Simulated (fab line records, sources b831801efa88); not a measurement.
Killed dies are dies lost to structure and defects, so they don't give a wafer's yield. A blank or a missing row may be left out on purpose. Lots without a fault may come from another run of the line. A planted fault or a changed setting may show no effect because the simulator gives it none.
Tool commonality check | flow sky130 | 12 lots, 36 wafers sampled

WHY IT WAS OPENED
At SKY_SONOS_TUNNEL_CD_MEAS_07 the reading cd_nm is flagged on 2 of 12 lots. Wafers without a fault read 410.0 nm, standard deviation 1.8.
Rule: a lot is flagged when every wafer of it that has a number lies more than 4 standard deviations from that mean, or none has a number. The other lots count as sound.

lot  | measured     | on        | cd_nm (nm), wafer by wafer | flag
L494 | day 11 13:03 | cd_sem-02 | 409.1 407.2 411.6          |
L496 | day 11 21:54 | cd_sem-02 | 409.4 408.5 407.3          |
L497 | day 12 05:05 | cd_sem-01 | 412.1 412.0 410.6          |
L498 | day 12 16:20 | cd_sem-01 | 415.6 414.1 414.5          |
L499 | day 13 01:15 | cd_sem-01 | 408.2 409.7 411.8          |
L503 | day 14 05:45 | cd_sem-01 | 411.2 411.0 411.1          |
L504 | day 14 13:32 | cd_sem-01 | 409.6 410.1 407.5          |
L505 | day 14 22:28 | cd_sem-01 | 409.2 411.7 410.7          |
L507 | day 15 11:52 | cd_sem-01 | 410.7 411.7 409.2          |
L512 | day 17 09:40 | cd_sem-01 | 381.5 383.7 383.1          | FLAGGED
L513 | day 17 20:50 | cd_sem-02 | 378.6 380.2 379.6          | FLAGGED
L517 | day 18 23:28 | cd_sem-01 | 413.4 413.0 412.5          |
The numbers of the flagged lots are 381.1 nm on average: -28.9 nm against the usual, or -16 standard deviations.

WHICH TOOL RAN EACH LOT
The record holds 2 process steps before the reading, out of a route of 708 steps. In each cell: the tool, then ch and the chambers that the sampled wafers went through, then the start.
lot  | flag    | SKY_VT_ADJUST_PCH_STRIP_09           | SKY_SONOS_TUNNEL_DEVELOP_06
L494 |         | plasma_asher-02 ch 0,1, day 10 13:44 | litho_track-02 ch 0, day 11 12:55
L496 |         | plasma_asher-04 ch 1, day 10 22:20   | litho_track-02 ch 0, day 11 21:46
L497 |         | plasma_asher-01 ch 0,1, day 11 05:08 | litho_track-03 ch 0, day 12 04:56
L498 |         | plasma_asher-01 ch 1, day 11 16:05   | litho_track-02 ch 0, day 12 16:11
L499 |         | plasma_asher-01 ch 0,1, day 12 00:16 | litho_track-03 ch 0, day 13 01:06
L503 |         | plasma_asher-01 ch 0,1, day 13 04:52 | litho_track-02 ch 0, day 14 05:37
L504 |         | plasma_asher-01 ch 0,1, day 13 12:05 | litho_track-04 ch 0, day 14 13:23
L505 |         | plasma_asher-02 ch 0,1, day 13 19:55 | litho_track-03 ch 0, day 14 21:54
L507 |         | plasma_asher-02 ch 0,1, day 14 08:40 | litho_track-04 ch 0, day 15 11:43
L512 | FLAGGED | plasma_asher-04 ch 0,1, day 16 04:43 | litho_track-02 ch 0, day 17 09:29
L513 | FLAGGED | plasma_asher-04 ch 0,1, day 16 16:52 | litho_track-02 ch 0, day 17 20:41
L517 |         | plasma_asher-04 ch 0,1, day 17 17:20 | litho_track-04 ch 0, day 18 23:19
What these steps do:
- SKY_VT_ADJUST_PCH_STRIP_09: strips in O2/N2.
- SKY_SONOS_TUNNEL_DEVELOP_06: develop time 60 s.
- SKY_SONOS_TUNNEL_CD_MEAS_07: target cd 410 nm.

FLAGGED OVER TOTAL, TOOL BY TOOL (the gauges that took the reading come last)
step                        | tool            | lots run | flagged | share of the flagged lots | sound lots run after its first flagged lot
SKY_VT_ADJUST_PCH_STRIP_09  | plasma_asher-01 | 5        | 0       | none                      | -
SKY_VT_ADJUST_PCH_STRIP_09  | plasma_asher-02 | 3        | 0       | none                      | -
SKY_VT_ADJUST_PCH_STRIP_09  | plasma_asher-04 | 4        | 2       | all                       | 1 (L517)
SKY_SONOS_TUNNEL_DEVELOP_06 | litho_track-02  | 6        | 2       | all                       | 0
SKY_SONOS_TUNNEL_DEVELOP_06 | litho_track-03  | 3        | 0       | none                      | -
SKY_SONOS_TUNNEL_DEVELOP_06 | litho_track-04  | 3        | 0       | none                      | -
SKY_SONOS_TUNNEL_CD_MEAS_07 | cd_sem-01       | 9        | 1       | some                      | 1 (L517)
SKY_SONOS_TUNNEL_CD_MEAS_07 | cd_sem-02       | 3        | 1       | some                      | 0

WHAT THE TABLE ALLOWS
2 rows of the table ran every flagged lot: plasma_asher-04 at SKY_VT_ADJUST_PCH_STRIP_09, litho_track-02 at SKY_SONOS_TUNNEL_DEVELOP_06.
- plasma_asher-04 at SKY_VT_ADJUST_PCH_STRIP_09: 2 of its 4 lots flagged. Sound lots ran on it after the first flagged one (L517), which a lasting fault on the whole tool wouldn't allow.
- litho_track-02 at SKY_SONOS_TUNNEL_DEVELOP_06: 2 of its 6 lots flagged. Its last sound lot is L503 (day 14 05:37), its first flagged lot L512 (day 17 09:29): a fault that began between those two fits.
One tool is left: litho_track-02 at SKY_SONOS_TUNNEL_DEVELOP_06.

WHAT THE SIMULATOR HAD PUT IN
Process parameter drift: litho_track-02, from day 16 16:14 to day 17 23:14, at SKY_SONOS_TUNNEL_DEVELOP_06. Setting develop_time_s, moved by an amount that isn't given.
Lots struck among those shown: L512, L513. The rule above found the same.
